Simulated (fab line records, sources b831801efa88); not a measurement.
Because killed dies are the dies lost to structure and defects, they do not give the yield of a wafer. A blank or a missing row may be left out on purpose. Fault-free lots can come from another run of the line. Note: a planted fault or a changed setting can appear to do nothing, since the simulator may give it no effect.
A struck lot beside a sound one | flow gf180mcu | 43 steps out of a route of 602
Sound: wafers L858.1, L858.3, L858.6. The struck wafers were L867.3, L867.4, L867.5. Last of all comes the cause.
Each step with rows lists, per side, the tool, then ch with its chambers, then its first start. Under that, the readings that differ: sound wafers | struck wafers | difference of the means | sigmas: that difference in standard deviations of wafers without a fault.
alike: readings whose means differ by less than 2 such deviations, and words and numbers that are the same on both sides. not compared: withheld readings, readings that some wafer has no value for, bounds like >300 that may hide the same value, and numbers for which the record gives no deviation and whose values overlap.
The two part at a step that has a row with sigmas, a row that says differs or no value, or rows on one side only. Numbers that don't overlap but have no deviation are shown without sigmas and don't part them. A reading that every wafer of one side lacks parts them only if that side has two wafers or more.

GF_HV_LDD_STRIP_10: strips in O2/N2.
  sound on plasma-asher-01 ch 0,1, day 12 01:13; struck on plasma-asher-03 ch 0,1, day 14 05:52
  alike: drypump-motor-current-A, heater-power-w, oes-product-au, strip-time-to-endpoint-s
  not compared: rf-hours-counter-h
GF_HV_LDD_TW_MEAS_11:
  sound: film-metro-01 at day 12 01:19; struck: film-metro-03 at day 14 05:57
  alike: HV_LDD_TW
then, 7 steps without rows for these wafers: GF_HV_LDD_DEHYDRATE_12 (time 60 s); GF_HV_LDD_HMDS_13 (prime time 60 s); GF_HV_LDD_COAT_14 (resist thk 1000 nm); GF_HV_LDD_SOFTBAKE_15 (time 60 s); GF_HV_LDD_EXPOSE_16 (exposes mask Pplus LV AREA, target cd 400 nm); GF_HV_LDD_PEB_17; GF_HV_LDD_DEVELOP_18 (develop time 60 s).
GF_HV_LDD_CD_MEAS_19: target cd 400 nm.
  sound: cd-sem-01 at day 12 20:40; struck: cd-sem-01 at day 15 02:46
  alike: cd-nm
GF_HV_LDD_OVL_MEAS_20:
  sound: overlay-01 at day 12 20:47; struck: overlay-02 at day 15 02:52
  alike: HV_LDD_01_OVL
then, 1 step without rows for these wafers: GF_HV_LDD_IMPLANT_21.
GF_HV_LDD_STRIP_22: strips in O2/N2.
  sound on plasma-asher-02 ch 0,1, day 12 20:58; struck on plasma-asher-01 ch 0,1, day 15 03:04
  alike: drypump-motor-current-A, heater-power-w, oes-product-au, strip-time-to-endpoint-s
  not compared: rf-hours-counter-h
GF_HV_LDD_TW_MEAS_23:
  sound: film-metro-01 at day 12 21:04; struck: film-metro-04 at day 15 03:09
  reading     | sound          | struck         | difference | sigmas
  HV_LDD_2_TW | 1082 1079 1084 | 1051 1047 1048 | -33        | -3
then, 7 steps without rows for these wafers: GF_HV_LDD_DEHYDRATE_24 (time 60 s); GF_HV_LDD_HMDS_25 (prime time 60 s); GF_HV_LDD_COAT_26 (resist thk 1000 nm); GF_HV_LDD_SOFTBAKE_27 (time 60 s); GF_HV_LDD_EXPOSE_28 (exposes mask Nplus HV AREA, target cd 400 nm); GF_HV_LDD_PEB_29; GF_HV_LDD_DEVELOP_30 (develop time 60 s).
GF_HV_LDD_CD_MEAS_31: target cd 400 nm.
  sound: cd-sem-01 at day 13 17:16; struck: cd-sem-02 at day 16 00:16
  alike: cd-nm
GF_HV_LDD_OVL_MEAS_32:
  sound: overlay-01 at day 13 17:23; struck: overlay-01 at day 16 00:22
  alike: HV_LDD_02_OVL
then, 4 steps without rows for these wafers: GF_HV_LDD_IMPLANT_33; GF_HV_LDD_IMPLANT_34; GF_HV_LDD_IMPLANT_35; GF_HV_LDD_IMPLANT_36.
GF_HV_LDD_STRIP_37: strips in O2/N2.
  sound on plasma-asher-01 ch 0,1, day 13 18:02; struck on plasma-asher-01 ch 0,1, day 16 01:01
  alike: drypump-motor-current-A, heater-power-w, oes-product-au, strip-time-to-endpoint-s
  not compared: rf-hours-counter-h
GF_HV_LDD_TW_MEAS_38:
  sound: film-metro-03 at day 13 18:08; struck: film-metro-03 at day 16 01:06
  alike: HV_LDD_3_TW
then, 7 steps without rows for these wafers: GF_HV_LDD_DEHYDRATE_39 (time 60 s); GF_HV_LDD_HMDS_40 (prime time 60 s); GF_HV_LDD_COAT_41 (resist thk 1000 nm); GF_HV_LDD_SOFTBAKE_42 (time 60 s); GF_HV_LDD_EXPOSE_43 (exposes mask Pplus HV AREA, target cd 400 nm); GF_HV_LDD_PEB_44; GF_HV_LDD_DEVELOP_45 (develop time 60 s).
GF_HV_LDD_CD_MEAS_46: target cd 400 nm.
  sound: cd-sem-02 at day 14 14:37; struck: cd-sem-02 at day 16 23:40
  reading    | sound             | struck            | difference | sigmas
  cd-nm (nm) | 403.0 401.7 403.5 | 396.3 394.8 396.2 | -7.0       | -3
GF_HV_LDD_OVL_MEAS_47:
  sound: overlay-01 at day 14 14:44; struck: overlay-01 at day 16 23:46
  alike: HV_LDD_03_OVL
then, 1 step without rows for these wafers: GF_HV_LDD_IMPLANT_48.
GF_HV_LDD_STRIP_49: strips in O2/N2.
  sound on plasma-asher-01 ch 0,1, day 14 14:55; struck on plasma-asher-01 ch 0,1, day 16 23:58
  alike: drypump-motor-current-A, heater-power-w, oes-product-au, strip-time-to-endpoint-s
  not compared: rf-hours-counter-h
GF_HV_LDD_TW_MEAS_50:
  sound: film-metro-01 at day 14 15:01; struck: film-metro-01 at day 17 00:04
  alike: HV_LDD_4_TW
then, 1 step without rows for these wafers: GF_HV_LDD_CLEAN_51 (cleans in SC1/SC2, time 150 s).
-- record jumps: 16 days separate the struck wafers' starts on either side; left off in module HV_LDD, taken up again in module PASSIVATION, whose first shown step is the route's number 602 --
GF_PASSIVATION_PROBE_99:
  only the struck wafers here have rows in the record (prober-02, day 32 20:42); the sound ones have none

== WHERE THEY PART ==
First at GF_HV_LDD_TW_MEAS_23; last, within this record, at GF_PASSIVATION_PROBE_99.

WHY: the cause the simulator had injected
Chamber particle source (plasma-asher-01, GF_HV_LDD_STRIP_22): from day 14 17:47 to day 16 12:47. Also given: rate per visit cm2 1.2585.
